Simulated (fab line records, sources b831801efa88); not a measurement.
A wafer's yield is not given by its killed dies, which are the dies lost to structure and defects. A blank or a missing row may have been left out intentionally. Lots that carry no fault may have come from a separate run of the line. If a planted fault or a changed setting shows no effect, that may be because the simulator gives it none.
2 desks looking at one fault :: flow sky130 :: numbers are kept per desk, each desk with only its own; the story behind them comes last

== AT THE METROLOGY DESK ==
Lot by lot, what the gauges showed, no matter which tool ran the lot: averages of those sampled wafers that carry a number. Any lot whose mean is over 4 standard deviations away from the usual mean is out of limits and marked OUT; that distance is given in the brackets.
Columns: A = VIA1_W_RS at SKY_VIA1_RS_MEAS_22, usual 0.430 ohm/sq; B = VIA1_W_THK at SKY_VIA1_THK_MEAS_23, usual 268 nm
lot: L553
first seen here: day 35 00:57
A: 0.433
B: 265

lot: L560
first seen here: day 37 03:23
A: 0.426
B: 270

lot: L561
first seen here: day 37 04:32
A: 0.436
B: 263

lot: L564
first seen here: day 37 14:58
A: 0.427
B: 269

lot: L565
first seen here: day 37 15:34
A: 0.425
B: 270

lot: L568
first seen here: day 38 16:27
A: 0.433
B: 267

lot: L571
first seen here: day 39 14:21
A: 0.432
B: 268
This desk found nothing out of limits on any of the 7 lots.

== THE TOOL OWNER'S DESK: pvd_sputter-04 ==
The tool's own readings at SKY_METAL2_SPUTTER_03 (material Ti, target thk 5 nm, time 3.3 s): means of the sampled wafers that have a number, for each lot that ran on this tool. Any lot whose mean is over 4 standard deviations away from the usual mean is out of limits and marked OUT; that distance is given in the brackets.
Columns: A = throttle_valve_pct at SKY_METAL2_SPUTTER_03, usual 30.2 %
lot: L560
first seen here: day 37 03:54
A: 30.5

lot: L561
first seen here: day 37 05:04
A: 29.3

lot: L564
first seen here: day 37 15:27
A: 30.1
This desk found nothing out of limits on any of the 3 lots.

== BROUGHT TOGETHER ==
At the metrology desk, nothing out of limits was observed.
The tool owner's desk saw nothing out of limits.

== WHAT WAS PUT IN BY THE SIMULATOR ==
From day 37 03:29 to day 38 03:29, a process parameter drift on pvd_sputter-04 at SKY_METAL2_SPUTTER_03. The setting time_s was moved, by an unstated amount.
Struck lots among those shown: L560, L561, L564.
